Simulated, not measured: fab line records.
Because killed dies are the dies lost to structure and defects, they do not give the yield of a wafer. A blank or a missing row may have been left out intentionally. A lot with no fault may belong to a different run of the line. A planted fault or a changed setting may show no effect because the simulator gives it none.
Which tool did it? || flow gf180mcu || route of 602 steps, sampled at 1 step: 13 lots, 39 wafers

== WHAT THE GAUGES SHOWED, per wafer ==
GF_V2_THK_MEAS_03. Usual: for V2_CVD_02_THK the level is 847 nm and the standard deviation is 11.
{"lot": "L711", "measured": "day 18 19:58", "on": "filmMetro-02", "V2_CVD_02_THK (nm)": "838 865 848", "flag": ""}
{"lot": "L714", "measured": "day 20 09:36", "on": "filmMetro-03", "V2_CVD_02_THK (nm)": "840 854 852", "flag": ""}
{"lot": "L716", "measured": "day 21 01:08", "on": "filmMetro-03", "V2_CVD_02_THK (nm)": "836 855 861", "flag": ""}
{"lot": "L717", "measured": "day 21 19:25", "on": "filmMetro-03", "V2_CVD_02_THK (nm)": "838 845 851", "flag": ""}
{"lot": "L718", "measured": "day 22 00:23", "on": "filmMetro-02", "V2_CVD_02_THK (nm)": "841 845 839", "flag": ""}
{"lot": "L719", "measured": "day 22 01:31", "on": "filmMetro-04", "V2_CVD_02_THK (nm)": "845 852 866", "flag": ""}
{"lot": "L721", "measured": "day 22 12:33", "on": "filmMetro-03", "V2_CVD_02_THK (nm)": "837 827 844", "flag": ""}
{"lot": "L722", "measured": "day 22 23:49", "on": "filmMetro-02", "V2_CVD_02_THK (nm)": "850 842 856", "flag": ""}
{"lot": "L723", "measured": "day 23 19:28", "on": "filmMetro-02", "V2_CVD_02_THK (nm)": "840 843 856", "flag": ""}
{"lot": "L725", "measured": "day 24 07:14", "on": "filmMetro-04", "V2_CVD_02_THK (nm)": "832 822 820", "flag": ""}
{"lot": "L726", "measured": "day 24 12:14", "on": "filmMetro-03", "V2_CVD_02_THK (nm)": "870 872 867", "flag": ""}
{"lot": "L732", "measured": "day 26 09:32", "on": "filmMetro-03", "V2_CVD_02_THK (nm)": "845 827 850", "flag": ""}
{"lot": "L733", "measured": "day 26 20:39", "on": "filmMetro-04", "V2_CVD_02_THK (nm)": "834 843 859", "flag": ""}

== WHICH TOOL RAN EACH LOT (tool, then ch and the chambers of the sampled wafers, then the start) ==
The record shows no process step preceding these readings.

== AS READ BY THE TOOLS THEMSELVES (means over the sampled wafers that have a number; for cases with no such wafer, the mark the record gives instead) ==
The record holds no such reading with a usual standard deviation.

== THE ANSWER, worked out from the rows above alone ==
Rule: lot off if the mean of its wafers having a number is beyond 3 standard deviations from the usual mean. Also off: a lot with no number at a reading for which 4 or more lots have one. Any other lot the step has rows for is counted as sound. The gauges are gone through in route order, then the tools' own readings, and for those a lot's mean is taken as printed above. The first step at which some lot is off is used, and at that step the reading that is off furthest; a lot without a number counts as furthest.
No lot is off on any of the readings shown, so nothing can be concluded from this.

== WHAT WAS PUT IN BY THE SIMULATOR ==
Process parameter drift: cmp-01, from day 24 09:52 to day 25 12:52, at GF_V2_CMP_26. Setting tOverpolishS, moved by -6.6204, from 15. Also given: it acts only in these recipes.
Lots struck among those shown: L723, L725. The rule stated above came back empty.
